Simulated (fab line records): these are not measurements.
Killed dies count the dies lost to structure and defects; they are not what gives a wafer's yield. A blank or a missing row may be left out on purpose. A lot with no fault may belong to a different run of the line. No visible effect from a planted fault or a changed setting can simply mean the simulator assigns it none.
Chamber matching -- flow gf180mcu -- GF_V5_CMP_26 on cmp-01 has 4 sister chambers
The step polishes, stops on SiO2, t overpolish 15 s, target thk 0 nm. 4 wafers are shown with their chamber, then 8 later ones without.

## WAFERS WITH THEIR CHAMBER
wafer,chamber,motor current A (A)
L758.1,1,10.4
L763.1,0,10.2
L763.6,2,9.4
L765.2,3,15.1

## WAFERS MISSING THEIR CHAMBER
wafer,motor current A (A)
L765.4,10.5
L765.5,10.5
L770.2,10.8
L770.3,9.3
L770.4,10.8
L774.1,14.6
L774.4,10.1
L774.6,10.8

## WHICH CHAMBER EACH ONE RAN IN
wafer,from the rows above,in truth
L765.4,can't be placed: 1 or 0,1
L765.5,can't be placed: 1 or 0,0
L770.2,can't be placed: 1 or 0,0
L770.3,2,2
L770.4,can't be placed: 1 or 0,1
L774.1,3,3
L774.4,can't be placed: 0 or 1 or 2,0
L774.6,can't be placed: 1 or 0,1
Correct placement for 2 of the 8. These rows do not allow placing 6 (true chamber among the candidates in 6). Wrongly placed: 0.
How it was worked out, from the rows above alone: a wafer's distance from a chamber is the root of the sum, over the readings, of the square of ((its reading less the chamber's mean) divided by the reading's scatter). If the next closest chamber is less than 2 further off than the closest, the wafer can't be placed; otherwise it belongs to the closest. For every chamber, the mean is computed from those of its wafers that are shown. The scatter (one wafer shown for each chamber): square how far every hidden wafer sits from the nearest shown wafer, average those squares and take the square root.
